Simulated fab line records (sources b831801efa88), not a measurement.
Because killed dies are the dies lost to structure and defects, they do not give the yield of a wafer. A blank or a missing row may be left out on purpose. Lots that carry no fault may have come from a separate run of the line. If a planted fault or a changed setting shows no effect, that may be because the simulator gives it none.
Comparing a struck lot with a sound one :: flow sky130 :: 16 steps out of a route of 708
Sound: wafers L850.3, L850.5, L850.6. Struck: wafers L859.3, L859.5, L859.6. The cause comes at the end.
Order at every step that has rows: each side's tool, ch and its chambers, its first start. Under that, the readings that differ: sound wafers :: struck wafers :: difference of the means :: sigmas: that difference in standard deviations of wafers without a fault.
alike: readings with means less than 2 such deviations apart, plus words and numbers identical on both sides. not compared: withheld readings, readings lacking a value on some wafer, bounds such as >300 that could conceal the same value, and numbers that have no deviation in the record and whose values overlap.
Wherever a step has rows on one side only, a row that says differs or no value, or a row with sigmas, the two part there. When numbers do not overlap yet have no deviation, they are printed without sigmas and do not part them. A reading missing from all wafers of one side parts the sides only when that side holds two or more wafers.

SKY_NWELL_RS_MEAS_29: measures by four-point-probe.
  sound: film metro-02 at day 6 00:47; struck: film metro-02 at day 8 09:32
  alike: NWELL_RS
SKY_NWELL_RS_MEAS_31: measures by four-point-probe.
  sound: film metro-02 at day 6 01:02; struck: film metro-02 at day 8 09:47
  alike: PWDE_RS
then, 7 steps without rows for these wafers: SKY_VT_ADJUST_HVTP_DEHYDRATE_00 (time 60 s); SKY_VT_ADJUST_HVTP_HMDS_01 (prime time 60 s); SKY_VT_ADJUST_HVTP_COAT_02 (resist thk 1140 nm); SKY_VT_ADJUST_HVTP_SOFTBAKE_03 (time 60 s); SKY_VT_ADJUST_HVTP_EXPOSE_04 (exposes mask HVTPM, target cd 380 nm); SKY_VT_ADJUST_HVTP_PEB_05; SKY_VT_ADJUST_HVTP_DEVELOP_06 (develop time 60 s).
SKY_VT_ADJUST_HVTP_CD_MEAS_07 targets a cd of 380 nm.
  sound: cd sem-01 at day 6 19:59; struck: cd sem-01 at day 9 05:34
  alike: cd nm
SKY_VT_ADJUST_HVTP_OVL_MEAS_08:
  sound: overlay-02 at day 6 20:05; struck: overlay-01 at day 9 05:39
  alike: VT_ADJUST_HVTP_OVL
SKY_VT_ADJUST_HVTP_IMPLANT_09:
  sound on implanter-03 ch 0, day 6 20:10; struck on implanter-01 ch 0, day 9 06:02
  alike: beam on s
SKY_VT_ADJUST_HVTP_STRIP_10: strips in O2/N2.
  sound on plasma asher-03 ch 0,1, day 6 20:17; struck on plasma asher-01 ch 0,1, day 9 06:11
  alike: drypump motor current A, n2 flow sccm, oes product au, strip time to endpoint s
  not compared: rf hours counter h
SKY_VT_ADJUST_HVTP_TW_MEAS_11:
  sound: film metro-01 at day 6 20:23; struck: film metro-04 at day 9 06:17
reading: VT_ADJUST_HVTP_TW
sound: 1382 1382 1382
struck: 1677 1678 1673
difference: +294
sigmas: +18
then, 1 step without rows for these wafers: SKY_VT_ADJUST_LVTN_DEHYDRATE_00 (time 60 s).
-- the record jumps here: 39 days lie between the struck wafers' starts before and after (it left off in module VT_ADJUST_LVTN and takes up again in module PAD_OPEN, whose first step shown is number 708 of the route) --
SKY_PAD_OPEN_PROBE_99:
  sound: prober-02 at day 46 03:41; struck: prober-01 at day 48 15:48
reading: model.etest.tip p.rs ohm sq
sound: 6835 6839 6867
struck: 9191 9158 9194
difference: +2334
sigmas: 

reading: model.etest.pfet_01v8.r on ohm um
sound: 2888 2924 2967
struck: 3670 3723 3648
difference: +754
sigmas: 

reading: model.etest.pfet_01v8.drive ua um
sound: 191.6 188.8 190.1
struck: 123.4 121.8 125.2
difference: -66.7
sigmas: 

reading: model.etest.pfet_01v8_mvt.drive ua um
sound: 151.7 150.6 150.9
struck: 87.03 87.2 88.96
difference: -63.34
sigmas: 

reading: model.etest.pfet_01v8_hvt.drive ua um
sound: 141.6 140.1 140.8
struck: 96.55 96.28 98.65
difference: -43.67
sigmas: 

reading: model.etest.sram pfet latch.drive ua um
sound: 141 134.8 143.2
struck: 102.9 96.07 103.8
difference: -38.7
sigmas: 

reading: model.etest.ring_1v8.delay ps
sound: 21.43 21.67 21.71
struck: 27.36 28.34 27.43
difference: +6.11
sigmas: 

reading: model.etest.pfet_01v8.off log10 a um
sound: -9.786 -9.931 -10.14
struck: -12.77 -12.7 -12.78
difference: -2.80
sigmas: 
  alike: killed_at_M0_to_M3, killed_at_M4_up, killed at contacts, killed at front end, killed at other, killed dies, killed open, killed short

## WHERE THEY PART
Within this record, at SKY_VT_ADJUST_HVTP_TW_MEAS_11 only. Later steps at which nothing parts them and some readings are alike: SKY_PAD_OPEN_PROBE_99.

WHY: the cause the simulator had injected
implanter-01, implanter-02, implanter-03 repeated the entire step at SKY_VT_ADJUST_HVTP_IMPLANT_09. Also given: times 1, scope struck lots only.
